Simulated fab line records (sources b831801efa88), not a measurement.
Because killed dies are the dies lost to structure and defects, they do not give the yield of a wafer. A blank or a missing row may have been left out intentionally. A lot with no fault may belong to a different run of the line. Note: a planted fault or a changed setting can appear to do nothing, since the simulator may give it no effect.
Check for tools in common    flow sky130    Sample size 15 lots and 54 wafers

## REASON IT WAS OPENED
Of 15 lots, 3 have the reading LDD_LDN_TW flagged at SKY_LDD_LDN_TW_MEAS_13. Wafers without a fault read 1475, standard deviation 18.
Rule: flag the lot when none of its wafers has a number, or when each of its wafers that has one lies beyond 4 standard deviations from that mean. As for the other lots, they are considered sound.

lot   measured      on             LDD_LDN_TW, wafer by wafer     flag
L869  day 23 03:18  film-metro-03  1469 1461 1472                 
L871  day 23 20:29  film-metro-02  1453 1454 1443                 
L873  day 24 02:36  film-metro-03  1468 1476 1473                 
L874  day 25 01:11  film-metro-04  1509 1505 1505                 
L880  day 27 02:46  film-metro-03  1345 1354 1340 1349 1342 1345  FLAGGED
L881  day 27 04:56  film-metro-04  1378 1382 1376 1382 1374 1377  FLAGGED
L882  day 27 16:06  film-metro-02  1335 1338 1337 1337 1343 1340  FLAGGED
L884  day 28 11:08  film-metro-03  1479 1473 1473                 
L885  day 28 20:38  film-metro-03  1487 1473 1474                 
L886  day 29 12:38  film-metro-03  1474 1472 1476                 
L887  day 29 13:02  film-metro-02  1453 1452 1452                 
L888  day 29 13:14  film-metro-03  1479 1476 1474                 
L889  day 29 19:18  film-metro-03  1478 1480 1476                 
L891  day 30 11:24  film-metro-02  1460 1461 1454                 
L892  day 30 23:18  film-metro-02  1453 1449 1457                 
On average the flagged lots' numbers are 1354, which is -121 against the usual, or -7 standard deviations.

## EACH LOT AND THE TOOL IT RAN ON
The record keeps 1 process step preceding the reading, out of 708 steps on the route. Cell contents, in order: the tool; ch with the chambers the sampled wafers went through; the start.
lot   flag     SKY_LDD_LDN_IMPLANT_11
L869           implanter-03 ch 0, day 23 03:03
L871           implanter-01 ch 0, day 23 20:14
L873           implanter-01 ch 0, day 24 02:22
L874           implanter-04 ch 0, day 25 00:56
L880  FLAGGED  implanter-04, day 27 02:33
L881  FLAGGED  implanter-03, day 27 04:41
L882  FLAGGED  implanter-03, day 27 15:52
L884           implanter-01 ch 0, day 28 10:53
L885           implanter-03 ch 0, day 28 20:25
L886           implanter-04 ch 0, day 29 12:23
L887           implanter-01 ch 0, day 29 12:48
L888           implanter-04 ch 0, day 29 12:59
L889           implanter-01 ch 0, day 29 19:05
L891           implanter-03 ch 0, day 30 11:09
L892           implanter-04 ch 0, day 30 23:04
What the steps here do:
- SKY_LDD_LDN_IMPLANT_11
- SKY_LDD_LDN_TW_MEAS_13

## FLAGGED AGAINST TOTAL, ONE TOOL AT A TIME (gauges that did the reading follow at the end)
step                    tool           lots run  flagged  share of the flagged lots  sound lots run after its first flagged lot
SKY_LDD_LDN_IMPLANT_11  implanter-01   5         0        none                       -
SKY_LDD_LDN_IMPLANT_11  implanter-03   5         2        some                       2 (L885,L891)
SKY_LDD_LDN_IMPLANT_11  implanter-04   5         1        some                       3 (L886,L888,L892)
SKY_LDD_LDN_TW_MEAS_13  film-metro-02  5         1        some                       3 (L887,L891,L892)
SKY_LDD_LDN_TW_MEAS_13  film-metro-03  8         1        some                       5 (L884,L885,L886,L888,L889)
SKY_LDD_LDN_TW_MEAS_13  film-metro-04  2         1        some                       0

## WHAT THE TABLE PERMITS
No row of the table ran every flagged lot.

## WHAT THE SIMULATOR HAD PUT IN
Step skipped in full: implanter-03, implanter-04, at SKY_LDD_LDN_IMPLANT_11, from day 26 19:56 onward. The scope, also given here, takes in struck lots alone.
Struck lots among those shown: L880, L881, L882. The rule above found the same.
